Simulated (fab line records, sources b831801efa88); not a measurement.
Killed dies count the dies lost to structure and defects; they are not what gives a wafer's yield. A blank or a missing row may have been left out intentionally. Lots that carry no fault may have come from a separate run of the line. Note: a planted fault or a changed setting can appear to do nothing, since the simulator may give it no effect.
Which of the tools did it? :: flow sky130 :: at 1 step of a route of 708, 10 lots with 30 wafers sampled

== WHAT THE GAUGES SHOWED, per wafer ==
SKY_METAL3_OVL_MEAS_14. Usual: METAL3_OVL 3 nm, standard deviation 5.1.
lot: L752
measured: day 39 00:55
on: overlay-01
METAL3_OVL (nm): 12 2 11
flag: 

lot: L755
measured: day 39 18:01
on: overlay-02
METAL3_OVL (nm): 12 6 6
flag: 

lot: L754
measured: day 39 22:13
on: overlay-02
METAL3_OVL (nm): 3 6 -5
flag: 

lot: L756
measured: day 40 12:25
on: overlay-02
METAL3_OVL (nm): 6 -2 7
flag: 

lot: L759
measured: day 41 00:50
on: overlay-01
METAL3_OVL (nm): 4 0 0
flag: 

lot: L766
measured: day 43 08:23
on: overlay-02
METAL3_OVL (nm): -7 -3 -2
flag: 

lot: L768
measured: day 43 18:08
on: overlay-02
METAL3_OVL (nm): -6 1 -1
flag: 

lot: L769
measured: day 44 05:10
on: overlay-01
METAL3_OVL (nm): 2 -2 4
flag: 

lot: L774
measured: day 45 06:29
on: overlay-02
METAL3_OVL (nm): 6 13 7
flag: 

lot: L773
measured: day 45 11:40
on: overlay-02
METAL3_OVL (nm): 7 2 8
flag: 

== WHAT TOOL EACH LOT RAN ON (gives the tool, then ch and the chambers of the sampled wafers, and finally the start) ==
There is no process step in the record ahead of these readings.

== WHAT THE TOOLS THEMSELVES READ (means of the sampled wafers that have a number; where no wafer has one, the mark that the record gives instead) ==
The record holds no such reading with a usual standard deviation.

== THE ANSWER, worked out from the rows above alone ==
Rule: take the mean of a lot's wafers that have a number; if it is more than 3 standard deviations from the usual mean, the lot is off. Also off: a lot with no number at a reading for which 4 or more lots have one. The other lots that the step has rows for count as sound. After the gauges, taken in route order, come the tools' own readings; for these a lot's mean is taken, as printed above. The first step at which some lot is off is used, and at that step the reading that is off furthest; a lot without a number counts as furthest.
No lot is off on any of the readings shown, so nothing can be concluded from this.

== WHAT THE SIMULATOR HAD PUT IN ==
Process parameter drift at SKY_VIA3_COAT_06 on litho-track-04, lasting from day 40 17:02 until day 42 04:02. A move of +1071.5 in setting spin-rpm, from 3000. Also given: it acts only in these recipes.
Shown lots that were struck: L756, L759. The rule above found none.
